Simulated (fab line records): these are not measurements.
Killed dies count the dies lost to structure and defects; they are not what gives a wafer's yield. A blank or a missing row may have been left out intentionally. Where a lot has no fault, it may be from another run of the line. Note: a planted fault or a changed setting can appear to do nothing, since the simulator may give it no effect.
fab line records :: flow gf180mcu
[record]
  lots = 5
  wafers = 15
  lastDay = 33
route steps=602 shown LVPWELL@58 MVSD@66 MVPSD@78
lots that met no fault: taken from a fault-free run of the same line
startH: hours from the record's first day to the start of the lot's first wafer shown :: waitH: hours elapsed since this lot's preceding step :: " as in the row above :: L1.1+2: several wafers, shown together as one row :: - no value, or no start was given :: * or withheld: withheld :: < > ~ a bound
route shown NAME@n: names a module that has steps shown in the file, with the first one's number in the route :: usual: mean/standard deviation taken from wafers without a fault :: same: alike in all rows :: chamber/n: place in a boat :: sites: the reading at each site :: _std_site: the standard deviation of these :: _edge_site: inner sites' mean taken away from outer sites' mean :: radiusMm: how far each site lies from the wafer's centre :: mask NAME#n: copy n :: behind: the last tool/chamber to shape the wafer :: hold: why the lot was held/for how many hours/how that ended :: device: the transistor (n, p or np) that didn't switch :: end of line: the tests these same wafers got at the end of their route :: step lacking rows: just its recipe :: killed: dies that structure and defects cost at the first sort, which is not the same as the wafer's yield :: map: the dies of a wafer, with x for killed, . for not killed, _ for no die there
set.NAME: the setting as run; set.NAME@STEP: as run at that earlier step :: model.NAME: the simulator's own value behind a step, which no gauge read
lots seen at some steps along the route; tables by step, rows by wafer
services: the hour from which a tool's chamber was out of use, counted from the record's first day as startH (under 0 if before that day), plus the number of hours and why
[[steps]]
[step GF_LVPWELL_EXPOSE_04]
[recipe]
  maskId = LVPWELL
  targetCdNm = 600
  na = 0.6
  sourceShape = conventional
  sigmaOuter = 0.6
  doseMj = 260
[step GF_LVPWELL_PEB_05]
[recipe]
  tempC = 115
  timeS = withheld
[step GF_LVPWELL_DEVELOP_06]
[recipe]
  wallAngleDeg = 90
  developTimeS = 60
  devTempC = 23
[step GF_LVPWELL_OVL_MEAS_07]
[usual]
  LVPWELL_OVL = 0.4/1.3
lot.wafer: L493.2
tool: overlay-02
chamber: -
startH: 79.29
waitH: -
LVPWELL_OVL[nm]: 3.8

lot.wafer: L493.4
tool: overlay-02
chamber: -
startH: 79.29
waitH: -
LVPWELL_OVL[nm]: 0.4

lot.wafer: L493.6
tool: overlay-02
chamber: -
startH: 79.29
waitH: -
LVPWELL_OVL[nm]: 1.7

lot.wafer: L504.2
tool: overlay-02
chamber: -
startH: 147.51
waitH: -
LVPWELL_OVL[nm]: 2.6

lot.wafer: L504.3
tool: overlay-02
chamber: -
startH: 147.51
waitH: -
LVPWELL_OVL[nm]: 0.6

lot.wafer: L504.5
tool: overlay-02
chamber: -
startH: 147.51
waitH: -
LVPWELL_OVL[nm]: 1.6

lot.wafer: L506.3
tool: overlay-01
chamber: -
startH: 152.99
waitH: -
LVPWELL_OVL[nm]: -0.7

lot.wafer: L506.5
tool: overlay-01
chamber: -
startH: 152.99
waitH: -
LVPWELL_OVL[nm]: -0.3

lot.wafer: L506.6
tool: overlay-01
chamber: -
startH: 152.99
waitH: -
LVPWELL_OVL[nm]: -0.9

lot.wafer: L507.1
tool: overlay-02
chamber: -
startH: 157.76
waitH: -
LVPWELL_OVL[nm]: 1.8

lot.wafer: L507.2
tool: overlay-02
chamber: -
startH: 157.76
waitH: -
LVPWELL_OVL[nm]: 2.0

lot.wafer: L507.5
tool: overlay-02
chamber: -
startH: 157.76
waitH: -
LVPWELL_OVL[nm]: 0.3

lot.wafer: L511.2
tool: overlay-02
chamber: -
startH: 181.39
waitH: -
LVPWELL_OVL[nm]: 3.0

lot.wafer: L511.3
tool: overlay-02
chamber: -
startH: 181.39
waitH: -
LVPWELL_OVL[nm]: 2.3

lot.wafer: L511.4
tool: overlay-02
chamber: -
startH: 181.39
waitH: -
LVPWELL_OVL[nm]: 2.5
[step GF_LVPWELL_IMPLANT_08]
[recipe]
  species = B
  energyKev = 170
  doseCm2 = 1.5e+13
  tiltDeg = 0
[step GF_LVPWELL_IMPLANT_09]
[recipe]
  species = B
  energyKev = 60
  doseCm2 = 5e+12
  tiltDeg = 0
[step GF_LVPWELL_STRIP_10]
[recipe]
  chemistry = O2/N2
  powerW = 1400
  pressureMtorr = 1500
  platenTempC = 250
  o2FlowSccm = 3000
  n2FlowSccm = 300
  overashFraction = 0.5
[usual]
  drypumpMotorCurrentA = 5.6/0.42
  heaterPowerW = 322/12
  oesProductAu = 0.722/0.0044
  stripTimeToEndpointS = 36.90/0.092
[same]
  overashFraction = 0.5
lot.wafer: L493.2
tool: plasmaAsher-02
chamber: 1
startH: 79.62
waitH: 0.1
drypumpMotorCurrentA: 6.0
heaterPowerW: 303
oesProductAu: 0.730
rfHoursCounterH: 44
stripTimeToEndpointS: 36.88

lot.wafer: L493.4
tool: plasmaAsher-02
chamber: 1
startH: 79.62
waitH: 0.1
drypumpMotorCurrentA: 6.0
heaterPowerW: 311
oesProductAu: 0.726
rfHoursCounterH: -
stripTimeToEndpointS: 36.85

lot.wafer: L493.6
tool: plasmaAsher-02
chamber: 1
startH: 79.62
waitH: 0.1
drypumpMotorCurrentA: 6.0
heaterPowerW: 304
oesProductAu: 0.724
rfHoursCounterH: -
stripTimeToEndpointS: 36.90

lot.wafer: L504.2
tool: plasmaAsher-04
chamber: 1
startH: 147.84
waitH: 0.1
drypumpMotorCurrentA: 4.8
heaterPowerW: 314
oesProductAu: 0.723
rfHoursCounterH: 47
stripTimeToEndpointS: 36.97

lot.wafer: L504.3
tool: plasmaAsher-04
chamber: 0
startH: 147.84
waitH: 0.1
drypumpMotorCurrentA: 5.5
heaterPowerW: 323
oesProductAu: 0.727
rfHoursCounterH: -
stripTimeToEndpointS: 36.95

lot.wafer: L504.5
tool: plasmaAsher-04
chamber: 1
startH: 147.84
waitH: 0.1
drypumpMotorCurrentA: 4.8
heaterPowerW: 308
oesProductAu: 0.725
rfHoursCounterH: -
stripTimeToEndpointS: 37.00

lot.wafer: L506.3
tool: plasmaAsher-03
chamber: 0
startH: 153.35
waitH: 0.1
drypumpMotorCurrentA: 6.1
heaterPowerW: 316
oesProductAu: 0.723
rfHoursCounterH: -
stripTimeToEndpointS: 37.05

lot.wafer: L506.5
tool: plasmaAsher-03
chamber: 0
startH: 153.35
waitH: 0.1
drypumpMotorCurrentA: 6.1
heaterPowerW: 323
oesProductAu: 0.729
rfHoursCounterH: -
stripTimeToEndpointS: 37.01

lot.wafer: L506.6
tool: plasmaAsher-03
chamber: 1
startH: 153.35
waitH: 0.1
drypumpMotorCurrentA: 5.5
heaterPowerW: 342
oesProductAu: 0.715
rfHoursCounterH: -
stripTimeToEndpointS: 37.05

lot.wafer: L507.1
tool: plasmaAsher-03
chamber: 0
startH: 158.09
waitH: 0.1
drypumpMotorCurrentA: 6.1
heaterPowerW: 322
oesProductAu: 0.718
rfHoursCounterH: 36
stripTimeToEndpointS: 36.84

lot.wafer: L507.2
tool: plasmaAsher-03
chamber: 1
startH: 158.09
waitH: 0.1
drypumpMotorCurrentA: 5.5
heaterPowerW: 346
oesProductAu: 0.722
rfHoursCounterH: 36
stripTimeToEndpointS: 36.79

lot.wafer: L507.5
tool: plasmaAsher-03
chamber: 1
startH: 158.09
waitH: 0.1
drypumpMotorCurrentA: 5.5
heaterPowerW: 347
oesProductAu: 0.721
rfHoursCounterH: -
stripTimeToEndpointS: 36.87

lot.wafer: L511.2
tool: plasmaAsher-03
chamber: 1
startH: 181.72
waitH: 0.1
drypumpMotorCurrentA: 5.5
heaterPowerW: 341
oesProductAu: 0.720
rfHoursCounterH: 39
stripTimeToEndpointS: 36.81

lot.wafer: L511.3
tool: plasmaAsher-03
chamber: 1
startH: 181.72
waitH: 0.1
drypumpMotorCurrentA: 5.5
heaterPowerW: 349
oesProductAu: 0.714
rfHoursCounterH: -
stripTimeToEndpointS: 36.85

lot.wafer: L511.4
tool: plasmaAsher-03
chamber: 0
startH: 181.72
waitH: 0.1
drypumpMotorCurrentA: 6.1
heaterPowerW: 317
oesProductAu: 0.723
rfHoursCounterH: -
stripTimeToEndpointS: 36.76
[step GF_LVPWELL_TW_MEAS_11]
[usual]
  LVPWELL_TW = 562/4.2
lot.wafer: L493.2
tool: filmMetro-02
chamber: -
startH: 79.73
waitH: 0.1
LVPWELL_TW: 554

lot.wafer: L493.4
tool: filmMetro-02
chamber: -
startH: 79.73
waitH: 0.1
LVPWELL_TW: 555

lot.wafer: L493.6
tool: filmMetro-02
chamber: -
startH: 79.73
waitH: 0.1
LVPWELL_TW: 555

lot.wafer: L504.2
tool: filmMetro-03
chamber: -
startH: 147.95
waitH: 0.1
LVPWELL_TW: 559

lot.wafer: L504.3
tool: filmMetro-03
chamber: -
startH: 147.95
waitH: 0.1
LVPWELL_TW: 561

lot.wafer: L504.5
tool: filmMetro-03
chamber: -
startH: 147.95
waitH: 0.1
LVPWELL_TW: 559

lot.wafer: L506.3
tool: filmMetro-03
chamber: -
startH: 153.44
waitH: 0.1
LVPWELL_TW: 562

lot.wafer: L506.5
tool: filmMetro-03
chamber: -
startH: 153.44
waitH: 0.1
LVPWELL_TW: 563

lot.wafer: L506.6
tool: filmMetro-03
chamber: -
startH: 153.44
waitH: 0.1
LVPWELL_TW: 561

lot.wafer: L507.1
tool: filmMetro-04
chamber: -
startH: 158.19
waitH: 0.1
LVPWELL_TW: 565

lot.wafer: L507.2
tool: filmMetro-04
chamber: -
startH: 158.19
waitH: 0.1
LVPWELL_TW: 562

lot.wafer: L507.5
tool: filmMetro-04
chamber: -
startH: 158.19
waitH: 0.1
LVPWELL_TW: 565

lot.wafer: L511.2
tool: filmMetro-04
chamber: -
startH: 181.83
waitH: 0.1
LVPWELL_TW: 568

lot.wafer: L511.3
tool: filmMetro-04
chamber: -
startH: 181.83
waitH: 0.1
LVPWELL_TW: 564

lot.wafer: L511.4
tool: filmMetro-04
chamber: -
startH: 181.83
waitH: 0.1
LVPWELL_TW: 567
[step GF_MVSD_DEHYDRATE_00]
[recipe]
  tempC = 200
  timeS = 60
[step GF_MVSD_HMDS_01]
[recipe]
  primeTimeS = 60
  primeTempC = 120
[step GF_MVSD_COAT_02]
[recipe]
  spinRpm = 2000
  resistThkNm = 3000
[step GF_MVSD_SOFTBAKE_03]
[recipe]
  tempC = 110
  timeS = withheld
[step GF_MVSD_EXPOSE_04]
[recipe]
  maskId = MVSD
  targetCdNm = 1000
  na = 0.6
  sourceShape = conventional
  sigmaOuter = 0.6
  doseMj = 260
[usual]
  exposureDoseMJCm2 = 259.99/0.24
lot.wafer: L493.2
tool: ilineStepper-02
chamber: 0
startH: 86.89
waitH: -
mask: Nwell#0
exposureDoseMJCm2: 259.96

lot.wafer: L493.4
tool: ilineStepper-02
chamber: 0
startH: 86.89
waitH: -
mask: Nwell#0
exposureDoseMJCm2: 260.25

lot.wafer: L493.6
tool: ilineStepper-02
chamber: 0
startH: 86.89
waitH: -
mask: Nwell#0
exposureDoseMJCm2: 260.64

lot.wafer: L504.2
tool: ilineStepper-02
chamber: 0
startH: 155.48
waitH: -
mask: MVSD#0
exposureDoseMJCm2: 259.91

lot.wafer: L504.3
tool: ilineStepper-02
chamber: 0
startH: 155.48
waitH: -
mask: MVSD#0
exposureDoseMJCm2: 260.04

lot.wafer: L504.5
tool: ilineStepper-02
chamber: 0
startH: 155.48
waitH: -
mask: MVSD#0
exposureDoseMJCm2: 259.82

lot.wafer: L506.3
tool: ilineStepper-02
chamber: 0
startH: 161.25
waitH: -
mask: MVSD#0
exposureDoseMJCm2: 259.95

lot.wafer: L506.5
tool: ilineStepper-02
chamber: 0
startH: 161.25
waitH: -
mask: MVSD#0
exposureDoseMJCm2: 259.71

lot.wafer: L506.6
tool: ilineStepper-02
chamber: 0
startH: 161.25
waitH: -
mask: MVSD#0
exposureDoseMJCm2: 259.93

lot.wafer: L507.1
tool: ilineStepper-01
chamber: 0
startH: 166.06
waitH: -
mask: MVSD#0
exposureDoseMJCm2: 260.05

lot.wafer: L507.2
tool: ilineStepper-01
chamber: 0
startH: 166.06
waitH: -
mask: MVSD#0
exposureDoseMJCm2: 260.39

lot.wafer: L507.5
tool: ilineStepper-01
chamber: 0
startH: 166.06
waitH: -
mask: MVSD#0
exposureDoseMJCm2: 260.28

lot.wafer: L511.2
tool: ilineStepper-02
chamber: 0
startH: 190.23
waitH: -
mask: MVSD#0
exposureDoseMJCm2: 260.36

lot.wafer: L511.3
tool: ilineStepper-02
chamber: 0
startH: 190.23
waitH: -
mask: MVSD#0
exposureDoseMJCm2: 260.33

lot.wafer: L511.4
tool: ilineStepper-02
chamber: 0
startH: 190.23
waitH: -
mask: MVSD#0
exposureDoseMJCm2: 259.76
[step GF_MVSD_PEB_05]
[recipe]
  tempC = 115
  timeS = withheld
[step GF_MVSD_DEVELOP_06]
[recipe]
  wallAngleDeg = 90
  developTimeS = 60
  devTempC = 23
[step GF_MVSD_OVL_MEAS_07]
[usual]
  MVSD_OVL = 0.7/1.2
lot.wafer: L493.2
tool: overlay-02
chamber: -
startH: 93.41
waitH: -
MVSD_OVL[nm]: -

lot.wafer: L493.4
tool: overlay-02
chamber: -
startH: 93.41
waitH: -
MVSD_OVL[nm]: -

lot.wafer: L493.6
tool: overlay-02
chamber: -
startH: 93.41
waitH: -
MVSD_OVL[nm]: -

lot.wafer: L504.2
tool: overlay-02
chamber: -
startH: 163.36
waitH: -
MVSD_OVL[nm]: 1.0

lot.wafer: L504.3
tool: overlay-02
chamber: -
startH: 163.36
waitH: -
MVSD_OVL[nm]: -0.8

lot.wafer: L504.5
tool: overlay-02
chamber: -
startH: 163.36
waitH: -
MVSD_OVL[nm]: 0.1

lot.wafer: L506.3
tool: overlay-02
chamber: -
startH: 169.40
waitH: -
MVSD_OVL[nm]: 1.9

lot.wafer: L506.5
tool: overlay-02
chamber: -
startH: 169.40
waitH: -
MVSD_OVL[nm]: 1.6

lot.wafer: L506.6
tool: overlay-02
chamber: -
startH: 169.40
waitH: -
MVSD_OVL[nm]: 1.5

lot.wafer: L507.1
tool: overlay-02
chamber: -
startH: 174.31
waitH: -
MVSD_OVL[nm]: 1.5

lot.wafer: L507.2
tool: overlay-02
chamber: -
startH: 174.31
waitH: -
MVSD_OVL[nm]: 0.0

lot.wafer: L507.5
tool: overlay-02
chamber: -
startH: 174.31
waitH: -
MVSD_OVL[nm]: 1.4

lot.wafer: L511.2
tool: overlay-02
chamber: -
startH: 197.86
waitH: -
MVSD_OVL[nm]: 1.2

lot.wafer: L511.3
tool: overlay-02
chamber: -
startH: 197.86
waitH: -
MVSD_OVL[nm]: 3.0

lot.wafer: L511.4
tool: overlay-02
chamber: -
startH: 197.86
waitH: -
MVSD_OVL[nm]: 2.6
[step GF_MVSD_IMPLANT_08]
[recipe]
  species = P
  energyKev = 400
  doseCm2 = 1.6e+13
  tiltDeg = 0
[step GF_MVSD_IMPLANT_09]
[recipe]
  species = P
  energyKev = 100
  doseCm2 = 5e+12
  tiltDeg = 0
[step GF_MVSD_STRIP_10]
[recipe]
  chemistry = O2/N2
  powerW = 1400
  pressureMtorr = 1500
  platenTempC = 250
  o2FlowSccm = 3000
  n2FlowSccm = 300
  overashFraction = 0.5
[usual]
  drypumpMotorCurrentA = 5.4/0.43
  heaterPowerW = 331/18
  oesProductAu = 0.722/0.0042
  stripTimeToEndpointS = 36.93/0.088
[same]
  overashFraction = 0.5
lot.wafer: L493.2
tool: plasmaAsher-01
chamber: 0
startH: 93.74
waitH: 0.1
drypumpMotorCurrentA: 5.2
heaterPowerW: 353
oesProductAu: 0.719
rfHoursCounterH: 45
stripTimeToEndpointS: 36.94

lot.wafer: L493.4
tool: plasmaAsher-01
chamber: 1
startH: 93.74
waitH: 0.1
drypumpMotorCurrentA: 5.2
heaterPowerW: 360
oesProductAu: 0.717
rfHoursCounterH: -
stripTimeToEndpointS: 36.93

lot.wafer: L493.6
tool: plasmaAsher-01
chamber: 1
startH: 93.74
waitH: 0.1
drypumpMotorCurrentA: 5.2
heaterPowerW: 359
oesProductAu: 0.719
rfHoursCounterH: -
stripTimeToEndpointS: 36.96

lot.wafer: L504.2
tool: plasmaAsher-03
chamber: 0
startH: 163.69
waitH: 0.1
drypumpMotorCurrentA: 6.1
heaterPowerW: 322
oesProductAu: 0.724
rfHoursCounterH: 37
stripTimeToEndpointS: 36.95

lot.wafer: L504.3
tool: plasmaAsher-03
chamber: 0
startH: 163.69
waitH: 0.1
drypumpMotorCurrentA: 6.1
heaterPowerW: 326
oesProductAu: 0.721
rfHoursCounterH: -
stripTimeToEndpointS: 36.86

lot.wafer: L504.5
tool: plasmaAsher-03
chamber: 1
startH: 163.69
waitH: 0.1
drypumpMotorCurrentA: 5.5
heaterPowerW: 340
oesProductAu: 0.723
rfHoursCounterH: -
stripTimeToEndpointS: 36.89

lot.wafer: L506.3
tool: plasmaAsher-04
chamber: 1
startH: 169.76
waitH: 0.1
drypumpMotorCurrentA: 4.8
heaterPowerW: 303
oesProductAu: 0.725
rfHoursCounterH: -
stripTimeToEndpointS: 36.90

lot.wafer: L506.5
tool: plasmaAsher-04
chamber: 0
startH: 169.76
waitH: 0.1
drypumpMotorCurrentA: 5.6
heaterPowerW: 324
oesProductAu: 0.725
rfHoursCounterH: -
stripTimeToEndpointS: 36.92

lot.wafer: L506.6
tool: plasmaAsher-04
chamber: 1
startH: 169.76
waitH: 0.1
drypumpMotorCurrentA: 4.8
heaterPowerW: 304
oesProductAu: 0.720
rfHoursCounterH: -
stripTimeToEndpointS: 36.82

lot.wafer: L507.1
tool: plasmaAsher-03
chamber: 0
startH: 174.65
waitH: 0.1
drypumpMotorCurrentA: 6.1
heaterPowerW: 323
oesProductAu: 0.728
rfHoursCounterH: 38
stripTimeToEndpointS: 36.98

lot.wafer: L507.2
tool: plasmaAsher-03
chamber: 1
startH: 174.65
waitH: 0.1
drypumpMotorCurrentA: 5.4
heaterPowerW: 340
oesProductAu: 0.722
rfHoursCounterH: 38
stripTimeToEndpointS: 37.05

lot.wafer: L507.5
tool: plasmaAsher-03
chamber: 0
startH: 174.65
waitH: 0.1
drypumpMotorCurrentA: 6.1
heaterPowerW: 331
oesProductAu: 0.720
rfHoursCounterH: -
stripTimeToEndpointS: 37.08

lot.wafer: L511.2
tool: plasmaAsher-04
chamber: 0
startH: 198.19
waitH: 0.1
drypumpMotorCurrentA: 5.5
heaterPowerW: 322
oesProductAu: 0.725
rfHoursCounterH: 52
stripTimeToEndpointS: 36.96

lot.wafer: L511.3
tool: plasmaAsher-04
chamber: 0
startH: 198.19
waitH: 0.1
drypumpMotorCurrentA: 5.5
heaterPowerW: 330
oesProductAu: 0.722
rfHoursCounterH: -
stripTimeToEndpointS: 36.97

lot.wafer: L511.4
tool: plasmaAsher-04
chamber: 1
startH: 198.19
waitH: 0.1
drypumpMotorCurrentA: 4.8
heaterPowerW: 301
oesProductAu: 0.724
rfHoursCounterH: -
stripTimeToEndpointS: 36.93
[step GF_MVSD_TW_MEAS_11]
[usual]
  MVSD_TW = 1582/13
lot.wafer: L493.2
tool: filmMetro-04
chamber: -
startH: 93.85
waitH: 0.1
MVSD_TW: 30

lot.wafer: L493.4
tool: filmMetro-04
chamber: -
startH: 93.85
waitH: 0.1
MVSD_TW: 30

lot.wafer: L493.6
tool: filmMetro-04
chamber: -
startH: 93.85
waitH: 0.1
MVSD_TW: 30

lot.wafer: L504.2
tool: filmMetro-02
chamber: -
startH: 163.80
waitH: 0.1
MVSD_TW: 1562

lot.wafer: L504.3
tool: filmMetro-02
chamber: -
startH: 163.80
waitH: 0.1
MVSD_TW: 1562

lot.wafer: L504.5
tool: filmMetro-02
chamber: -
startH: 163.80
waitH: 0.1
MVSD_TW: 1563

lot.wafer: L506.3
tool: filmMetro-03
chamber: -
startH: 169.84
waitH: 0.1
MVSD_TW: 1576

lot.wafer: L506.5
tool: filmMetro-03
chamber: -
startH: 169.84
waitH: 0.1
MVSD_TW: 1588

lot.wafer: L506.6
tool: filmMetro-03
chamber: -
startH: 169.84
waitH: 0.1
MVSD_TW: 1584

lot.wafer: L507.1
tool: filmMetro-04
chamber: -
startH: 174.75
waitH: 0.1
MVSD_TW: 1586

lot.wafer: L507.2
tool: filmMetro-04
chamber: -
startH: 174.75
waitH: 0.1
MVSD_TW: 1590

lot.wafer: L507.5
tool: filmMetro-04
chamber: -
startH: 174.75
waitH: 0.1
MVSD_TW: 1592

lot.wafer: L511.2
tool: filmMetro-04
chamber: -
startH: 198.30
waitH: 0.1
MVSD_TW: 1593

lot.wafer: L511.3
tool: filmMetro-04
chamber: -
startH: 198.30
waitH: 0.1
MVSD_TW: 1588

lot.wafer: L511.4
tool: filmMetro-04
chamber: -
startH: 198.30
waitH: 0.1
MVSD_TW: 1594
[step GF_MVPSD_DEHYDRATE_00]
[recipe]
  tempC = 200
  timeS = 60
[[services]]
tool: plasmaAsher-03
chamber: -
startH: 55.86
hours: 1.2
kind: repair

tool: ilineStepper-02
chamber: -
startH: 76.34
hours: 1.7
kind: pm

tool: ilineStepper-01
chamber: 0
startH: 93.59
hours: -
kind: calibration

tool: plasmaAsher-01
chamber: -
startH: 104.79
hours: 14.6
kind: pm

tool: plasmaAsher-04
chamber: -
startH: 108.12
hours: 15.6
kind: pm

tool: plasmaAsher-02
chamber: -
startH: 108.75
hours: 9.0
kind: pm

tool: plasmaAsher-02
chamber: 0
startH: 108.75
hours: 9.0
kind: ventCycle

tool: plasmaAsher-02
chamber: 1
startH: 108.75
hours: 9.0
kind: ventCycle

tool: plasmaAsher-02
chamber: 0
startH: 117.75
hours: -
kind: clean

tool: plasmaAsher-02
chamber: 1
startH: 117.75
hours: -
kind: clean

tool: ilineStepper-02
chamber: -
startH: 151.72
hours: 2.0
kind: repair

tool: ilineStepper-01
chamber: -
startH: 157.75
hours: 2.1
kind: pm

tool: ilineStepper-01
chamber: -
startH: 159.84
hours: -
kind: consumableReplace:lamp

tool: ilineStepper-02
chamber: -
startH: 181.58
hours: 2.1
kind: pm

tool: ilineStepper-02
chamber: -
startH: 183.66
hours: -
kind: consumableReplace:lamp
[[key]]
[firstSign]
  step = GF_MVSD_EXPOSE_04
  reading = mask
  direction = changed
[effect]
  step = GF_MVSD_OVL_MEAS_07
  reading = MVSD_OVL
  direction = missing
[effect]
  step = GF_MVSD_TW_MEAS_11
  reading = MVSD_TW
  direction = down
  sigmas = 99+
  usual = 1582
  struck = 30
metAt GF_MVSD_EXPOSE_04
struckWafers L493.2,L493.4,L493.6
sortLeftOut L493.2,L493.4,L493.6
testerLeftOut L493
[fault]
  kind = wrongMask
  tool = any
  chamber = -
  onsetH = 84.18
  steps = GF_MVSD_EXPOSE_04
  auxCopy = Nwell#0
  scope = struckLotsOnly
// testerLeftOut: of these lots the tester's yield and bins aren't shown, on N5 and GAA mostly nor the transistor test; their killed dies are dies lost to structure and defects alone, not to doping, threshold or leakage, so they don't give the yield
// sortLeftOut: the simulated sort isn't trusted on such a fault, so these wafers' sort isn't shown, and their yield isn't known
